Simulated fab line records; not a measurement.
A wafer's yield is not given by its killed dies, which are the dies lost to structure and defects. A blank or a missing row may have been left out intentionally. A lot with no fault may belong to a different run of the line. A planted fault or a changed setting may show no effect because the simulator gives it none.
fab line records    flow sky130
record: lots: 9  wafers: 27  last_day: 50
route steps=708 shown LDD_N@254 LDD_P@265 LDD_LDN@301 CAPM@539
lots that met no fault: taken from a fault-free run of the same line
start_h: the number of hours between the record's first day and the start of the first shown wafer of the lot    wait_h: hours from the lot's prior step to this one    " identical to the entry in the row above    L1.1+2: one row covering several wafers at once    - no value present, or no start provided    * or withheld: withheld    < > ~ a bound
route shown NAME@n: a module of which the file shows steps, and the number in the route of the first    usual: average and standard deviation across the fault-free wafers    same: alike in all rows    chamber/n: place in a boat    sites: readings site by site    _std_site: their standard deviation    _edge_site: mean of outer sites minus mean of inner sites    radius_mm: for every site, how far away it sits from the centre of the wafer    mask NAME#n: copy n    behind: the tool/chamber that last shaped the wafer    hold: why the lot was held/for how many hours/how that ended    device: transistor that didn't switch, given as n, p or np    end of line: the same wafers' tests at the end of the route    for a step that has no rows: nothing shown but its recipe    killed: at the first sort, the dies lost to defects and structure; wafer yield is something else    map: the dies of a wafer, with x for killed, . for not killed, _ for no die there
set.NAME: the setting as run; set.NAME@STEP: as run at that earlier step    model.NAME: the simulator's own value behind a step, which no gauge read
route steps across a sampled set of lots; one table per step, one row per wafer
services: a tool's chamber out of use, with start hour (start_h, from the record's first day; less than 0 if before it), hours out, and reason
== steps ==
step: SKY_LDD_N_TW_MEAS_17
usual: LDD_N_TW: 2575/15
lot.wafer  tool           chamber  start_h  wait_h  LDD_N_TW
L325.3     film_metro-01  -        427.62   0.1     2581
L325.4     "              -        "        "       2587
L325.5     "              -        "        "       2573
L328.1     film_metro-01  -        437.08   0.1     2589
L328.3     "              -        "        "       2590
L328.4     "              -        "        "       2576
L327.3     film_metro-01  -        439.54   0.1     2586
L327.5     "              -        "        "       2590
L327.6     "              -        "        "       2591
L333.1     film_metro-01  -        504.64   0.1     2566
L333.4     "              -        "        "       2596
L333.6     "              -        "        "       2582
L335.1     film_metro-01  -        512.99   0.1     2581
L335.4     "              -        "        "       2590
L335.5     "              -        "        "       2584
L340.2     film_metro-01  -        555.54   0.1     2603
L340.3     "              -        "        "       2601
L340.6     "              -        "        "       2592
L344.2     film_metro-02  -        588.63   0.1     2549
L344.4     "              -        "        "       2550
L344.5     "              -        "        "       2567
L346.1     film_metro-02  -        593.32   0.1     2565
L346.4     "              -        "        "       2567
L346.5     "              -        "        "       2554
L345.1     film_metro-04  -        596.32   0.1     2557
L345.2     "              -        "        "       2554
L345.4     "              -        "        "       2567
step: SKY_LDD_P_STRIP_10
recipe: chemistry: O2/N2  power_w: 1400  pressure_mtorr: 1500  platen_temp_c: withheld  o2_flow_sccm: 3000  n2_flow_sccm: 300  overash_fraction: 0.5
usual: drypump_motor_current_A: 5.94/0.17  oes_product_au: 0.716/0.0042  strip_time_to_endpoint_s: 14.20/0.041
same: overash_fraction: 0.5
lot.wafer  tool             chamber  start_h  wait_h  drypump_motor_current_A  oes_product_au  rf_hours_counter_h  strip_time_to_endpoint_s
L325.3     plasma_asher-01  1        458.54   0.1     6.21                     0.716           -                   14.20
L325.4     "                0        "        "       5.92                     0.718           -                   14.17
L325.5     "                1        "        "       6.21                     0.715           -                   14.19
L328.1     plasma_asher-02  0        468.54   0.1     5.85                     0.714           32                  14.15
L328.3     "                1        "        "       5.76                     0.717           -                   14.13
L328.4     "                0        "        "       5.85                     0.716           -                   14.19
L327.3     plasma_asher-04  1        470.82   0.1     6.06                     0.717           -                   14.19
L327.5     "                1        "        "       6.01                     0.718           -                   14.16
L327.6     "                0        "        "       5.75                     0.715           -                   14.20
L333.1     plasma_asher-02  0        534.69   0.1     5.85                     0.713           39                  14.19
L333.4     "                0        "        "       5.84                     0.709           -                   14.25
L333.6     "                1        "        "       5.73                     0.716           -                   14.21
L335.1     plasma_asher-04  0        543.19   0.1     5.76                     0.719           71                  14.24
L335.4     "                1        "        "       6.02                     0.710           -                   14.20
L335.5     "                0        "        "       5.76                     0.712           -                   14.23
L340.2     plasma_asher-04  0        585.90   0.1     5.76                     0.709           75                  14.21
L340.3     "                1        "        "       6.02                     0.715           -                   14.21
L340.6     "                1        "        "       6.05                     0.713           -                   14.22
L344.2     plasma_asher-02  1        617.75   0.1     5.72                     0.716           47                  14.24
L344.4     "                1        "        "       5.74                     0.709           -                   14.31
L344.5     "                0        "        "       5.86                     0.716           -                   14.27
L346.1     plasma_asher-02  0        622.69   0.1     5.86                     0.709           48                  14.21
L346.4     "                1        "        "       5.76                     0.713           -                   14.20
L346.5     "                1        "        "       5.76                     0.717           -                   14.22
L345.1     plasma_asher-01  1        625.80   0.1     6.22                     0.714           18                  14.20
L345.2     "                0        "        "       5.91                     0.712           18                  14.20
L345.4     "                1        "        "       6.20                     0.717           -                   14.17
step: SKY_LDD_LDN_STRIP_12
recipe: chemistry: O2/N2  power_w: 1400  pressure_mtorr: 1500  platen_temp_c: withheld  o2_flow_sccm: 3000  n2_flow_sccm: 300  overash_fraction: 0.5
usual: drypump_motor_current_A: 5.94/0.25  oes_product_au: 0.715/0.0046  strip_time_to_endpoint_s: 14.208/0.029
same: overash_fraction: 0.5
lot.wafer  tool             chamber  start_h  wait_h  drypump_motor_current_A  oes_product_au  rf_hours_counter_h  strip_time_to_endpoint_s
L325.3     plasma_asher-04  1        550.21   0.1     6.07                     0.711           -                   14.191
L325.4     "                0        "        "       5.74                     0.714           -                   14.199
L325.5     "                0        "        "       5.74                     0.715           -                   14.206
L328.1     plasma_asher-03  1        560.88   0.1     5.31                     0.716           92                  14.194
L328.3     "                0        "        "       6.10                     0.710           -                   14.179
L328.4     "                1        "        "       5.32                     0.714           -                   14.182
L327.3     plasma_asher-01  1        562.56   0.1     6.23                     0.713           -                   14.229
L327.5     "                0        "        "       5.92                     0.710           -                   14.274
L327.6     "                1        "        "       6.21                     0.716           -                   14.235
L333.1     plasma_asher-01  0        624.58   0.1     5.91                     0.714           18                  14.198
L333.4     "                1        "        "       6.22                     0.723           -                   14.217
L333.6     "                1        "        "       6.21                     0.720           -                   14.212
L335.1     plasma_asher-04  0        632.99   0.1     5.72                     0.716           80                  14.216
L335.4     "                1        "        "       6.02                     0.721           -                   14.182
L335.5     "                1        "        "       6.06                     0.717           -                   14.227
L340.2     plasma_asher-01  0        673.82   0.1     5.94                     0.718           23                  14.167
L340.3     "                1        "        "       6.23                     0.720           -                   14.205
L340.6     "                0        "        "       5.91                     0.711           -                   14.214
L344.2     plasma_asher-01  1        704.09   0.1     6.21                     0.709           27                  14.233
L344.4     "                1        "        "       6.21                     0.716           -                   14.209
L344.5     "                0        "        "       5.92                     0.714           -                   14.186
L346.1     plasma_asher-04  0        709.33   0.1     5.75                     0.711           88                  14.188
L346.4     "                0        "        "       5.75                     0.711           -                   14.162
L346.5     "                1        "        "       6.09                     0.720           -                   14.182
L345.1     plasma_asher-01  1        712.39   0.1     6.19                     0.717           28                  14.202
L345.2     "                0        "        "       5.94                     0.706           28                  14.227
L345.4     "                1        "        "       6.22                     0.712           -                   14.221
step: SKY_CAPM_SPUTTER_02
recipe: material: TiN  target_thk_nm: 200  temp_c: 300  power_w: 6500  time_s: 166.7  chamber_pressure_pa: 0.4
usual: chamber_pressure_pa: 0.4000/0.00073  susceptor_temp_C: 300.00/0.21  throttle_valve_pct: 29.9/1.4
lot.wafer  tool            chamber  start_h  wait_h  chamber_pressure_pa  susceptor_temp_C  throttle_valve_pct
L325.3     pvd_sputter-04  -        874.11   0.0     0.3999               299.98            32.2
L325.4     "               -        "        "       0.4006               299.69            30.2
L325.5     "               -        "        "       0.3991               299.90            30.6
L328.1     pvd_sputter-04  -        879.80   0.1     0.3994               299.96            30.1
L328.3     "               -        "        "       0.3998               300.14            32.0
L328.4     "               -        "        "       0.4012               300.05            27.1
L327.3     pvd_sputter-02  -        883.81   0.0     0.3992               300.03            31.7
L327.5     "               -        "        "       0.3994               300.18            29.7
L327.6     "               -        "        "       0.4003               300.29            28.0
L333.1     pvd_sputter-01  -        935.17   0.1     0.4001               300.08            30.9
L333.4     "               -        "        "       0.4002               300.08            28.7
L333.6     "               -        "        "       0.4002               299.97            29.5
L335.1     pvd_sputter-01  -        941.56   0.1     0.3999               300.54            30.7
L335.4     "               -        "        "       0.3999               300.52            29.6
L335.5     "               -        "        "       0.3992               300.12            31.0
L340.2     pvd_sputter-01  -        974.97   0.0     0.3996               300.05            30.9
L340.3     "               -        "        "       0.3988               299.88            30.8
L340.6     "               -        "        "       0.4001               299.82            28.5
L344.2     pvd_sputter-01  -        998.67   0.0     0.3993               300.26            30.8
L344.4     "               -        "        "       0.4002               300.48            29.3
L344.5     "               -        "        "       0.4004               299.91            29.0
L346.1     pvd_sputter-02  -        1003.85  0.1     0.3988               299.72            31.6
L346.4     "               -        "        "       0.4008               300.01            27.7
L346.5     "               -        "        "       0.4003               299.68            31.5
L345.1     pvd_sputter-02  -        1005.75  0.1     0.3988               299.86            31.5
L345.2     "               -        "        "       0.3990               300.01            30.3
L345.4     "               -        "        "       0.4008               299.65            28.1
step: SKY_CAPM_RS_MEAS_03
recipe: thk_meas_gauge: four-point-probe  reads: TiN_of_CAPM_SPUTTER_02
usual: CAPM_TIN_RS: 6.92/0.084
lot.wafer  tool           chamber  start_h  wait_h  CAPM_TIN_RS[ohm/sq]
L325.3     film_metro-03  -        874.26   0.1     6.82
L325.4     "              -        "        "       6.88
L325.5     "              -        "        "       7.00
L328.1     film_metro-04  -        879.91   0.1     7.04
L328.3     "              -        "        "       6.93
L328.4     "              -        "        "       7.07
L327.3     film_metro-02  -        883.96   0.1     6.80
L327.5     "              -        "        "       6.81
L327.6     "              -        "        "       6.82
L333.1     film_metro-04  -        935.28   0.1     6.82
L333.4     "              -        "        "       6.92
L333.6     "              -        "        "       6.77
L335.1     film_metro-03  -        941.67   0.1     6.90
L335.4     "              -        "        "       6.78
L335.5     "              -        "        "       6.80
L340.2     film_metro-02  -        975.10   0.1     6.53
L340.3     "              -        "        "       6.62
L340.6     "              -        "        "       6.93
L344.2     film_metro-04  -        998.80   0.1     6.61
L344.4     "              -        "        "       6.78
L344.5     "              -        "        "       6.79
L346.1     film_metro-03  -        1003.96  0.1     6.93
L346.4     "              -        "        "       7.10
L346.5     "              -        "        "       6.95
L345.1     film_metro-04  -        1005.86  0.1     6.88
L345.2     "              -        "        "       6.98
L345.4     "              -        "        "       7.02
step: SKY_CAPM_THK_MEAS_04
recipe: thk_meas_gauge: xrf  reads: TiN_of_CAPM_SPUTTER_02
usual: CAPM_TIN_THK: 202.7/2.7
lot.wafer  tool           chamber  start_h  wait_h  CAPM_TIN_THK[nm]
L325.3     film_metro-03  -        874.36   0.1     206.5
L325.4     "              -        "        "       203.8
L325.5     "              -        "        "       200.4
L328.1     film_metro-04  -        880.03   0.1     197.4
L328.3     "              -        "        "       201.2
L328.4     "              -        "        "       197.3
L327.3     film_metro-02  -        884.06   0.1     204.9
L327.5     "              -        "        "       204.7
L327.6     "              -        "        "       205.0
L333.1     film_metro-04  -        935.40   0.1     205.6
L333.4     "              -        "        "       202.0
L333.6     "              -        "        "       207.0
L335.1     film_metro-03  -        941.79   0.1     204.9
L335.4     "              -        "        "       208.0
L335.5     "              -        "        "       207.8
L340.2     film_metro-02  -        975.21   0.1     215.6
L340.3     "              -        "        "       212.0
L340.6     "              -        "        "       202.5
L344.2     film_metro-04  -        998.91   0.1     210.4
L344.4     "              -        "        "       207.1
L344.5     "              -        "        "       206.6
L346.1     film_metro-03  -        1004.08  0.1     202.3
L346.4     "              -        "        "       198.2
L346.5     "              -        "        "       202.2
L345.1     film_metro-04  -        1005.98  0.1     203.9
L345.2     "              -        "        "       201.1
L345.4     "              -        "        "       198.9
step: SKY_CAPM_METAL_ETCH_13
recipe: target_depth_nm: 220  stop_on: SiO2  chemistry: Cl2/BCl3  target: TiN  pressure_mtorr: 10  icp_w: 900  bias_w: 48.5  Cl2_flow_sccm: 60  bcl3_flow_sccm: 30  time_s: 62.9
usual: bias_w: 48.47/0.15  drypump_motor_current_A: 6.2/0.57  oes_product_au: 0.940/0.0082  throttle_valve_pct: 21.902/0.0093
lot.wafer  tool          chamber  start_h  wait_h  bias_w  drypump_motor_current_A  oes_product_au  rf_hours_counter_h  throttle_valve_pct
L325.3     rie_metal-03  1        899.02   0.1     48.32   5.8                      0.947           -                   21.895
L325.4     "             0        "        "       48.13   6.1                      0.943           -                   21.905
L325.5     "             1        "        "       48.58   5.8                      0.934           -                   21.893
L328.1     rie_metal-02  1        904.25   0.0     48.34   6.4                      0.922           0                   21.916
L328.3     "             0        "        "       48.36   6.8                      0.945           -                   21.913
L328.4     "             1        "        "       48.45   6.4                      0.927           -                   21.911
L327.3     rie_metal-03  1        909.23   0.1     48.71   5.8                      0.953           -                   21.908
L327.5     "             0        "        "       48.41   6.1                      0.949           -                   21.893
L327.6     "             1        "        "       48.45   5.8                      0.949           -                   21.910
L333.1     rie_metal-04  1        958.53   0.0     48.43   5.0                      0.946           1                   21.892
L333.4     "             0        "        "       48.20   6.3                      0.937           -                   21.898
L333.6     "             0        "        "       48.39   6.4                      0.951           -                   21.895
L335.1     rie_metal-02  1        964.98   0.0     48.46   6.4                      0.939           4                   21.902
L335.4     "             1        "        "       48.60   6.3                      0.948           -                   21.904
L335.5     "             1        "        "       48.37   6.3                      0.951           -                   21.901
L340.2     rie_metal-02  1        998.80   0.0     48.51   6.4                      0.974           5                   21.874
L340.3     "             0        "        "       48.65   6.8                      0.960           -                   21.888
L340.6     "             1        "        "       48.37   6.4                      0.952           -                   21.907
L344.2     rie_metal-04  1        1021.74  0.0     48.37   5.0                      0.967           6                   21.877
L344.4     "             1        "        "       48.20   5.0                      0.952           -                   21.896
L344.5     "             0        "        "       48.44   6.3                      0.947           -                   21.891
L346.1     rie_metal-03  0        1026.75  0.0     48.37   6.1                      0.943           19                  21.900
L346.4     "             0        "        "       48.40   6.1                      0.928           -                   21.909
L346.5     "             0        "        "       48.43   6.1                      0.937           -                   21.891
L345.1     rie_metal-02  1        1028.48  0.0     48.40   6.4                      0.950           7                   21.907
L345.2     "             0        "        "       48.56   6.8                      0.939           10                  21.913
L345.4     "             1        "        "       48.41   6.4                      0.928           -                   21.906
== services ==
tool             chamber  start_h  hours  kind
plasma_asher-04  -        459.55   1.5    repair
rie_metal-03     -        468.38   3.3    repair
plasma_asher-01  -        518.98   3.6    repair
plasma_asher-02  -        527.09   2.8    pm
plasma_asher-04  -        573.28   4.3    repair
plasma_asher-01  -        575.69   16.5   repair
pvd_sputter-01   -        600.06   2.1    repair
plasma_asher-02  -        626.66   1.4    repair
plasma_asher-02  -        634.29   2.0    repair
pvd_sputter-01   -        654.45   1.2    repair
plasma_asher-01  -        655.47   0.5    repair
pvd_sputter-01   -        660.11   1.7    repair
plasma_asher-01  -        665.10   2.8    pm
pvd_sputter-01   -        683.82   6.4    repair
pvd_sputter-01   -        683.99   1.8    repair
plasma_asher-04  -        739.21   3.4    repair
plasma_asher-02  -        766.52   1.3    repair
rie_metal-02     1        825.03   7.7    repair
plasma_asher-01  -        834.80   2.2    repair
plasma_asher-02  -        851.03   0.5    repair
plasma_asher-04  -        860.28   6.9    repair
plasma_asher-02  -        861.75   1.2    repair
pvd_sputter-01   -        989.16   0.9    repair
rie_metal-02     1        990.83   4.2    repair
== key ==
first_sign: step: SKY_CAPM_RS_MEAS_03  reading: CAPM_TIN_RS  direction: down  sigmas: 4  usual: 6.92  struck: 6.59
effect: step: SKY_CAPM_THK_MEAS_04  reading: CAPM_TIN_THK  direction: up  sigmas: 3.6  usual: 202.7  struck: 212.7
effect: step: SKY_CAPM_METAL_ETCH_13  reading: oes_product_au  direction: up  sigmas: 3.3  usual: 0.940  struck: 0.967
met_at SKY_CAPM_SPUTTER_02
struck_lots L340,L344
struck_wafers L340.2,L340.3,L344.2
not_acting_at SKY_LDD_N_TW_MEAS_17,SKY_LDD_P_STRIP_10,SKY_LDD_LDN_STRIP_12
onset_between 941.56 974.97
fault: kind: process_parameter_drift  tool: pvd_sputter-01  chamber: -  onset_h: 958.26  steps: SKY_CAPM_SPUTTER_02  channel: target_thk_nm  offset: 7.9002  shape: step  end_h: 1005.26  scope: struck_wafers_only  acts_in: these_recipes_only  stated: 200
